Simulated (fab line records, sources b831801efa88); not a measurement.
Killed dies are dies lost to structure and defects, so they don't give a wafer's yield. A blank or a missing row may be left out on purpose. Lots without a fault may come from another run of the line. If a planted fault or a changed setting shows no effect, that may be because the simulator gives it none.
Chamber matching | flow sky130 | 3 sister chambers for SKY_CAP2M_CVD_00 on pecvd-01
The step deposits SiO2, target thk 15.5 nm. 6 wafers are shown with their chamber, then 9 later ones without.

WAFERS WITH THEIR CHAMBER
wafer  | chamber | heater-power-w (W)
L085.2 | 0       | 741
L085.3 | 1       | 722
L085.4 | 2       | 777
L087.1 | 0       | 712
L087.3 | 1       | 764
L087.6 | 2       | 761

WAFERS WHOSE CHAMBER IS MISSING
wafer  | heater-power-w (W)
L089.1 | 735
L089.2 | 776
L089.5 | 731
L091.1 | 786
L091.3 | 749
L091.6 | 795
L094.2 | 757
L094.5 | 781
L094.6 | 774

WHICH CHAMBER EACH WENT THROUGH
wafer  | from the rows above          | in truth
L089.1 | can't be placed: 1 or 0 or 2 | 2
L089.2 | can't be placed: 2 or 1 or 0 | 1
L089.5 | can't be placed: 0 or 1 or 2 | 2
L091.1 | can't be placed: 2 or 1 or 0 | 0
L091.3 | can't be placed: 1 or 2 or 0 | 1
L091.6 | can't be placed: 2 or 1 or 0 | 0
L094.2 | can't be placed: 2 or 1 or 0 | 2
L094.5 | can't be placed: 2 or 1 or 0 | 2
L094.6 | can't be placed: 2 or 1 or 0 | 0
Placed correctly: 0 of 9. Unplaceable from these rows: 9, with the true chamber sitting among the candidates in 9. 0 placed wrongly.
How it was worked out, from the rows above alone: a wafer's distance from a chamber is the root of the sum, over the readings, of the square of ((its reading less the chamber's mean) divided by the reading's scatter). If the next closest chamber is less than 2 further off than the closest, the wafer can't be placed; otherwise it belongs to the closest. A chamber's mean is the mean of its shown wafers. The scatter: take each reading less its chamber's mean, square it, sum over the shown wafers, divide by the number of wafers less the number of chambers, and take the root.
